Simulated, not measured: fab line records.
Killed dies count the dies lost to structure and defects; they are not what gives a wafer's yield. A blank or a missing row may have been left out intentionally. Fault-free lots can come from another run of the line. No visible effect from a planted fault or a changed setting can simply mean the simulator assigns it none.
Struck lot and sound lot, side by side | flow sfqLine | 14 out of 325 route steps
Sound: these wafers, L676.1, L676.2, L676.6. The struck wafers were L679.2, L679.5, L679.6. At the end, the cause is stated.
At each step with rows: each side's tool, then ch and its chambers, then its first start. Under that, the readings that differ: sound wafers | struck wafers | difference of the means | sigmas: that difference in standard deviations of wafers without a fault.
alike: a reading whose means differ by less than 2 such deviations, as well as words and numbers matching on both sides. not compared: withheld readings; readings where some wafer has no value; bounds like >300 that might hide an equal value; numbers whose values overlap and for which the record gives no deviation.
Wherever a step has rows on one side only, a row that says differs or no value, or a row with sigmas, the two part there. When numbers do not overlap yet have no deviation, they are printed without sigmas and do not part them. Lack of a reading on every wafer of one side parts them only where that side has two or more wafers.

SFQ_TRILAYER_R5_BARC_OPEN_METAL_ETCH_177: etches BARC in O2, target depth 125 nm, time 41.7 s.
  sound on rieMetal-02 ch 0,1, day 61 11:32; struck on rieMetal-02 ch 0,1, day 62 17:27
  alike: drypumpMotorCurrentA, oesProductAu, rfFwdPowerW
  not compared: rfHoursCounterH
SFQ_TRILAYER_R5_ETCH_METAL_ETCH_139: etches the open film in Cl2, stops on SiO2, target depth 60 nm, time 40 s.
  sound on rieMetal-02 ch 0,1, day 61 11:35; struck on rieMetal-02 ch 0,1, day 62 17:31
  alike: drypumpMotorCurrentA, oesProductAu, rfFwdPowerW
  not compared: rfHoursCounterH
SFQ_TRILAYER_R5_STRIP_STRIP_140: strips in O2.
  sound on rieMetal-02 ch 0,1, day 61 11:39; struck on rieMetal-02 ch 0,1, day 62 17:34
  alike: drypumpMotorCurrentA, oesProductAu, platenTempC
  not compared: rfHoursCounterH
then, 1 step without rows for these wafers: SFQ_TRILAYER_R5_STRIP_SOLV_CLEAN_141 (cleans in NMP, time 600 s).
SFQ_TRILAYER_A5C_DEP_PECVD_142: deposits SiO2 from SiH4/N2O, time 15.556 s, target thk 70 nm.
  sound on pecvd-01 ch 0,1,2, day 61 12:26; struck on pecvd-01 ch 0,2, day 62 18:20
  alike: heaterPowerW, throttleValvePct
then, 6 steps without rows for these wafers: SFQ_TRILAYER_I5_LITHO_COAT_149 (resist thk 62 nm); SFQ_TRILAYER_I5_LITHO_COAT_144 (resist thk 650 nm); SFQ_TRILAYER_I5_LITHO_SOFTBAKE_148; SFQ_TRILAYER_I5_LITHO_EXPOSE_145 (exposes mask I5, target cd 700 nm); SFQ_TRILAYER_I5_LITHO_PEB_147 (peb time 60 s); SFQ_TRILAYER_I5_LITHO_DEVELOP_146 (time 60 s).
-- the record jumps here: 5 days lie between the struck wafers' starts before and after --
SFQ_I5_OVL_MEAS_936:
  sound on overlay-01, day 66 13:55; struck on overlay-02, day 67 14:03
  alike: I5_OVL
SFQ_TRILAYER_I5_BARC_OPEN_VIA_ETCH_200: etches BARC in O2, target depth 125 nm, time 41.7 s.
  sound on rieDiel-01 ch 0,2, day 66 13:58; struck on rieDiel-03 ch 1,3, day 67 14:05
reading                                            | sound             | struck            | difference | sigmas
rfFwdPowerW (W)                                    | 491.0 494.5 491.8 | 576.0 575.6 575.3 | +83.2      | +33
model.KrF_of_TRILAYER_I5_LITHO_COAT_144.thkNm (nm) | 572.2 574.2 572.6 | 564.7 566.9 565.8 | -7.2       | 
  alike: drypumpMotorCurrentA, oesProductAu
  not compared: rfHoursCounterH
SFQ_TRILAYER_I5_ETCH_VIA_ETCH_147: etches the open film in CHF3, stops on Nb, target depth 360 nm.
  sound on rieDiel-01 ch 0,2, day 66 14:00; struck on rieDiel-03 ch 1,3, day 67 14:07
  alike: drypumpMotorCurrentA, oesProductAu, rfFwdPowerW

WHERE THEY PART
At SFQ_TRILAYER_I5_BARC_OPEN_VIA_ETCH_200 and nowhere else, as far as this record goes. Later steps at which nothing parts them and some readings are alike: SFQ_TRILAYER_I5_ETCH_VIA_ETCH_147.

WHY: the cause the simulator had injected
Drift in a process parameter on rieDiel-03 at SFQ_TRILAYER_I5_BARC_OPEN_VIA_ETCH_200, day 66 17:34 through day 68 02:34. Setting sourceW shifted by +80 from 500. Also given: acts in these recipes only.
